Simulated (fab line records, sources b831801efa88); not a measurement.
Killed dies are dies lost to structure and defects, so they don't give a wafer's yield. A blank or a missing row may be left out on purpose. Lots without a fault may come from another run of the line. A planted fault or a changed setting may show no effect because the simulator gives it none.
fab line records | flow sky130 | part 2 of 2: steps 26 to 36 of 36
record lots=5 wafers=15 last_day=49
route steps=708 shown VIA2@520 METAL3@532 CAPM@537
lots that met no fault: from a run of the same line without faults
start_h: hours from the record's first day to the start of the lot's first wafer shown | wait_h: hours since the lot's step before | " the same as in the row above | L1.1+2: a row that stands for several wafers | - no value, or no start given | * or withheld: withheld | < > ~ a bound
route shown NAME@n: a module of which the file shows steps, and the number in the route of the first | usual: mean/standard deviation of fault-free wafers | same: alike in all rows | chamber/n: place in a boat | sites: the reading at each site | _std_site: their standard deviation | _edge_site: outer sites' mean less inner sites' | radius_mm: how far each site lies from the wafer's centre | mask NAME#n: copy n | behind: the tool/chamber that last shaped the wafer | hold: why the lot was held/for how many hours/how that ended | device: the transistor (n, p or np) that didn't switch | end of line: the same wafers' tests at the end of the route | a step without rows: its recipe alone | killed: dies lost to structure and defects at the first sort, not the wafer's yield | map: a wafer's dies, x killed, . not, _ none there
set.NAME: the setting as run; set.NAME@STEP: as run at that earlier step | model.NAME: the simulator's own value behind a step, which no gauge read
lots at some steps of the route; a table a step, a row a wafer
services: from which hour (start_h, from the record's first day; less than 0 if before it) a tool's chamber was out of use, for how many hours, and why
## steps
# step SKY_CAPM_SOFTBAKE_08
# recipe temp_c=90 time_s=60 resist=NOVOLAK
# usual chill_plate_temp_C=23.03/0.1
# columns lot.wafer tool chamber start_h wait_h chill_plate_temp_C
L075.2 litho_track-01 0 866.56 0.1 23.07
L075.5 " 0 " " 22.98
L075.6 " 0 " " 23.15
L083.1 litho_track-03 0 929.95 0.1 22.98
L083.2 " 0 " " 23.26
L083.4 " 0 " " 23.12
L086.1 litho_track-02 0 957.10 0.1 22.85
L086.4 " 0 " " 22.98
L086.6 " 0 " " 23.01
L092.3 litho_track-01 0 984.19 0.1 22.89
L092.5 " 0 " " 23.00
L092.6 " 0 " " 22.87
L094.1 litho_track-01 0 1007.64 0.1 22.90
L094.2 " 0 " " 23.03
L094.4 " 0 " " 22.91
# step SKY_CAPM_EXPOSE_09
# recipe mask_id=CAPM na=0.6 source_shape=conventional sigma_outer=0.6 polarization=unpolarized target_cd_nm=1000 dose_mj=159
# columns lot.wafer tool chamber start_h wait_h mask
L075.2+5+6 iline_stepper-01 0 - - CAPM#0
L083.1+2+4 iline_stepper-02 0 - - CAPM#0
L086.1+4+6 iline_stepper-02 0 - - CAPM#0
L092.3+5+6 iline_stepper-02 0 - - CAPM#0
L094.1+2+4 iline_stepper-02 0 - - CAPM#0
# step SKY_CAPM_PEB_10
# recipe temp_c=withheld time_s=* resist=NOVOLAK
# usual chill_plate_temp_C=*
# columns lot.wafer tool chamber start_h wait_h chill_plate_temp_C
L075.2 litho_track-01 0 - - *
L075.5 " 0 " " *
L075.6 " 0 " " *
L083.1 litho_track-01 0 - - *
L083.2 " 0 " " *
L083.4 " 0 " " *
L086.1 litho_track-02 0 - - *
L086.4 " 0 " " *
L086.6 " 0 " " *
L092.3 litho_track-02 0 - - *
L092.5 " 0 " " *
L092.6 " 0 " " *
L094.1 litho_track-02 0 - - *
L094.2 " 0 " " *
L094.4 " 0 " " *
# step SKY_CAPM_DEVELOP_11
# recipe resist=NOVOLAK developer=TMAH develop_time_s=60 dev_temp_c=23
# usual chill_plate_temp_C=23.00/0.11
# columns lot.wafer tool chamber start_h wait_h chill_plate_temp_C
L075.2 litho_track-01 0 879.31 0.1 23.13
L075.5 " 0 " " 22.97
L075.6 " 0 " " 23.10
L083.1 litho_track-01 0 941.59 0.1 22.95
L083.2 " 0 " " 22.95
L083.4 " 0 " " 22.91
L086.1 litho_track-02 0 968.50 0.1 23.06
L086.4 " 0 " " 22.97
L086.6 " 0 " " 22.91
L092.3 litho_track-02 0 996.10 0.1 23.15
L092.5 " 0 " " 23.01
L092.6 " 0 " " 23.04
L094.1 litho_track-02 0 1018.55 0.1 22.89
L094.2 " 0 " " 23.05
L094.4 " 0 " " 22.93
# step SKY_CAPM_OVL_MEAS_12
# usual CAPM_OVL=-0.1/1.6
# columns lot.wafer tool chamber start_h wait_h CAPM_OVL[nm]
L075.2 overlay-02 - 879.44 0.1 0.8
L075.5 " - " " 1.3
L075.6 " - " " 0.8
L083.1 overlay-01 - 941.74 0.1 1.9
L083.2 " - " " 2.9
L083.4 " - " " 3.6
L086.1 overlay-02 - 968.65 0.1 -1.6
L086.4 " - " " -1.5
L086.6 " - " " -0.2
L092.3 overlay-02 - 996.21 0.1 -2.1
L092.5 " - " " 0.9
L092.6 " - " " -0.1
L094.1 overlay-02 - 1018.70 0.1 1.1
L094.2 " - " " -1.3
L094.4 " - " " 0.9
# step SKY_CAPM_METAL_ETCH_13
# recipe target_depth_nm=220 stop_on=SiO2 chemistry=Cl2/BCl3 target=TiN pressure_mtorr=10 icp_w=900 bias_w=48.5 Cl2_flow_sccm=60 bcl3_flow_sccm=30 time_s=62.9
# usual drypump_motor_current_A=5.6/0.46 oes_product_au=0.943/0.01 throttle_valve_pct=21.902/0.011
# columns lot.wafer tool chamber start_h wait_h drypump_motor_current_A oes_product_au rf_hours_counter_h throttle_valve_pct
L075.2 rie_metal-02 1 879.47 0.0 5.9 0.946 6 21.895
L075.5 " 0 " " 5.0 0.941 - 21.892
L075.6 " 1 " " 5.9 0.932 - 21.914
L083.1 rie_metal-04 1 941.77 0.0 5.6 0.960 20 21.895
L083.2 " 0 " " 6.5 0.943 11 21.892
L083.4 " 1 " " 5.6 0.931 - 21.935
L086.1 rie_metal-01 1 968.68 0.0 5.4 0.953 7 21.888
L086.4 " 1 " " 5.4 0.948 - 21.882
L086.6 " 0 " " 5.4 0.940 - 21.909
L092.3 rie_metal-04 0 996.26 0.0 6.5 0.946 - 21.908
L092.5 " 0 " " 6.5 0.933 - 21.901
L092.6 " 1 " " 5.6 0.946 - 21.906
L094.1 rie_metal-02 1 1018.73 0.0 5.9 0.943 13 21.885
L094.2 " 0 " " 5.0 0.945 12 21.905
L094.4 " 1 " " 5.9 0.937 - 21.912
# step SKY_CAPM_STRIP_14
# recipe chemistry=O2/N2 power_w=1400 pressure_mtorr=1500 platen_temp_c=withheld o2_flow_sccm=3000 n2_flow_sccm=300 overash_fraction=0.5
# usual drypump_motor_current_A=6.0/0.57 oes_product_au=0.710/0.0048 strip_time_to_endpoint_s=12.66/0.038
# columns lot.wafer tool chamber start_h wait_h drypump_motor_current_A oes_product_au rf_hours_counter_h strip_time_to_endpoint_s
L075.2 plasma_asher-04 1 879.55 0.1 5.7 0.716 107 12.72
L075.5 " 0 " " 6.6 0.704 - 12.71
L075.6 " 1 " " 5.7 0.711 - 12.68
L083.1 plasma_asher-04 1 941.85 0.1 5.8 0.709 114 12.66
L083.2 " 0 " " 6.6 0.712 114 12.64
L083.4 " 1 " " 5.8 0.713 - 12.64
L086.1 plasma_asher-04 1 968.76 0.1 5.8 0.710 117 12.68
L086.4 " 0 " " 6.6 0.711 - 12.66
L086.6 " 1 " " 5.7 0.714 - 12.61
L092.3 plasma_asher-01 0 996.34 0.1 4.9 0.713 - 12.62
L092.5 " 0 " " 4.9 0.702 - 12.66
L092.6 " 1 " " 6.3 0.708 - 12.66
L094.1 plasma_asher-03 1 1018.81 0.1 5.7 0.716 26 12.63
L094.2 " 0 " " 6.3 0.706 26 12.68
L094.4 " 1 " " 5.7 0.714 - 12.66
# step SKY_CAPM_STRIP_15
# recipe chemistry=post_etch_residue_remover time_s=1200 temp_c=72.5
# columns lot.wafer tool chamber start_h wait_h
L075.2+5+6 wet_bench-01 2 879.65 0.1
L083.1+2+4 wet_bench-04 1 941.95 0.1
L086.1+4+6 wet_bench-01 0 968.86 0.1
L092.3+5+6 wet_bench-01 2 996.41 0.0
L094.1+2+4 wet_bench-04 0 1018.91 0.1
# step SKY_CAPM_CLEAN_16
# recipe chemistry=IPA time_s=180 temp_c=25
# columns lot.wafer tool chamber start_h wait_h
L075.2+5+6 wet_bench-04 0 879.99 0.0
L083.1+2+4 wet_bench-04 3 942.29 0.0
L086.1+4+6 wet_bench-01 2 969.20 0.0
L092.3+5+6 wet_bench-02 1 996.78 0.0
L094.1+2+4 wet_bench-01 1 1019.28 0.0
# step SKY_CAPM_CLEAN_17
# recipe chemistry=O3/DIW dry=n2_spin
# columns lot.wafer tool chamber start_h wait_h
L075.2+5+6 wet_bench-01 3 880.05 0.0
L083.1+2+4 wet_bench-01 3 942.35 0.0
L086.1+4+6 wet_bench-01 3 969.26 0.0
L092.3+5+6 wet_bench-02 2 996.84 0.0
L094.1+2+4 wet_bench-02 1 1019.34 0.0
# step SKY_METAL3_DEHYDRATE_05
# recipe temp_c=200 time_s=60
# usual chill_plate_temp_C=23.00/0.11
# columns lot.wafer tool chamber start_h wait_h chill_plate_temp_C
L075.2 litho_track-04 0 891.84 11.7 22.92
L075.5 " 0 " " 22.81
L075.6 " 0 " " 22.94
L083.1 litho_track-04 0 953.77 11.3 23.02
L083.2 " 0 " " 22.97
L083.4 " 0 " " 22.95
L086.1 litho_track-03 0 980.70 11.3 22.98
L086.4 " 0 " " 23.07
L086.6 " 0 " " 22.94
L092.3 litho_track-04 0 1008.22 11.3 23.02
L092.5 " 0 " " 23.00
L092.6 " 0 " " 23.10
L094.1 litho_track-03 0 1030.35 10.9 22.88
L094.2 " 0 " " 22.80
L094.4 " 0 " " 22.97
## services
# columns tool chamber start_h hours kind
pvd_sputter-02 - 833.84 10.5 repair
iline_stepper-02 - 834.99 1.7 pm
pvd_sputter-02 - 870.29 1.8 repair
pvd_sputter-04 - 877.57 5.1 repair
cvd_w-01 0 884.79 3.7 repair
cvd_w-01 - 904.00 14.0 pm
rie_diel-01 1 906.03 2.3 repair
cvd_w-01 - 908.80 1.5 repair
pvd_sputter-01 - 912.00 10.4 repair
rie_diel-01 1 917.41 4.7 repair
plasma_asher-04 - 917.98 1.3 repair
pvd_sputter-04 - 921.83 6.2 repair
rie_diel-01 - 932.39 0.7 repair
iline_stepper-02 - 936.24 1.5 repair
cmp-02 - 941.45 0.8 repair
pvd_sputter-03 - 948.65 3.2 repair
cvd_w-01 - 952.58 2.8 pm
rie_diel-01 1 976.15 41.3 repair
cvd_w-01 1 983.77 3.8 repair
pvd_sputter-03 - 993.38 1.1 repair
wet_bench-04 - 995.81 1.9 pm
wet_bench-01 - 1007.63 1.9 pm
rie_diel-01 2 1013.27 9.7 repair
wet_bench-04 - 1013.53 3.5 repair
